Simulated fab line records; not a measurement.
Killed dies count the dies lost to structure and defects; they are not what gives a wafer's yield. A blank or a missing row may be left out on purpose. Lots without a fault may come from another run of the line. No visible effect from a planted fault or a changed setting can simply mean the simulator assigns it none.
Which tool did it? + flow gf180mcu + Sampling: 14 lots, 42 wafers, 2 of 602 route steps

## WHAT THE GAUGES SHOWED, per wafer
GF_HV_LDD_OVL_MEAS_32. Usual: HV_LDD_02_OVL typically reads 0.8 nm, with standard deviation 1.3.
| lot  | measured     | on         | HV_LDD_02_OVL (nm) | flag |
|------|--------------|------------|--------------------|------|
| L903 | day 11 13:22 | overlay-01 | 2.3 2.7 1.5        |      |
| L904 | day 11 20:31 | overlay-02 | -0.5 0.1 1.1       |      |
| L908 | day 13 05:07 | overlay-02 | -0.5 1.8 -1.8      |      |
| L909 | day 13 12:07 | overlay-01 | 3.7 2.3 1.5        |      |
| L911 | day 14 04:18 | overlay-02 | 1.8 0.5 1.0        |      |
| L913 | day 14 19:30 | overlay-02 | -0.5 -0.8 -0.9     |      |
| L919 | day 16 19:54 | overlay-02 | 0.8 2.6 2.1        |      |
| L920 | day 17 01:03 | overlay-02 | 2.2 2.1 1.5        |      |
| L921 | day 17 07:40 | overlay-01 | 2.0 1.6 1.6        |      |
| L922 | day 17 18:05 | overlay-02 | 1.5 1.5 0.8        |      |
| L923 | day 17 22:50 | overlay-02 | -0.2 0.3 0.3       |      |
| L924 | day 18 08:16 | overlay-02 | -0.5 0.8 -1.0      |      |
| L925 | day 18 15:10 | overlay-01 | 2.4 0.5 1.5        |      |
| L926 | day 19 03:01 | overlay-02 | 0.0 0.5 -1.2       |      |

GF_HV_LDD_THK_MEAS_55. Usual: HV_LDD_CVD_54_THK typically reads 10.09 nm, with standard deviation 0.13.
| lot  | measured     | on            | HV_LDD_CVD_54_THK (nm) | flag |
|------|--------------|---------------|------------------------|------|
| L903 | day 12 10:47 | film-metro-04 | 10.07 9.89 9.97        |      |
| L904 | day 12 17:59 | film-metro-04 | 10.07 10.07 10.13      |      |
| L908 | day 14 03:22 | film-metro-02 | 10.00 10.06 10.01      |      |
| L909 | day 14 10:52 | film-metro-01 | 10.14 10.07 10.22      |      |
| L911 | day 15 03:15 | film-metro-01 | 9.98 9.93 10.06        |      |
| L913 | day 15 19:07 | film-metro-02 | 9.89 9.98 10.11        |      |
| L919 | day 17 21:04 | film-metro-01 | 10.14 10.12 10.26      |      |
| L920 | day 18 02:34 | film-metro-02 | 10.11 10.11 10.04      |      |
| L921 | day 18 09:17 | film-metro-02 | 10.14 10.02 10.12      |      |
| L922 | day 18 20:13 | film-metro-01 | 10.21 10.10 10.09      |      |
| L923 | day 19 00:46 | film-metro-02 | 9.97 10.08 10.08       |      |
| L924 | day 19 10:01 | film-metro-04 | 10.11 10.07 10.17      |      |
| L925 | day 19 17:49 | film-metro-01 | 10.00 10.16 10.27      |      |
| L926 | day 20 05:59 | film-metro-04 | 10.29 10.13 10.07      |      |

## TOOL THAT RAN EACH LOT (tool first, then ch and the chambers of the sampled wafers, then the start)
The record holds no process step before these readings.

## WHAT THE TOOLS THEMSELVES READ (means of the sampled wafers that have a number; where no wafer has one, the mark that the record gives instead)
The record holds no such reading with a usual standard deviation.

## THE ANSWER, worked out from the rows above alone
Rule: take the mean of a lot's wafers that have a number; if it is more than 3 standard deviations from the usual mean, the lot is off. Also off: a lot with no number at a reading for which 4 or more lots have one. The other lots that the step has rows for count as sound. The gauges are gone through in route order, then the tools' own readings, and for those a lot's mean is taken as printed above. The first step at which some lot is off is used, and at that step the reading that is off furthest; a lot without a number counts as furthest.
Nothing can be told from this: no lot is off at any reading shown.

## WHAT THE SIMULATOR HAD INSERTED
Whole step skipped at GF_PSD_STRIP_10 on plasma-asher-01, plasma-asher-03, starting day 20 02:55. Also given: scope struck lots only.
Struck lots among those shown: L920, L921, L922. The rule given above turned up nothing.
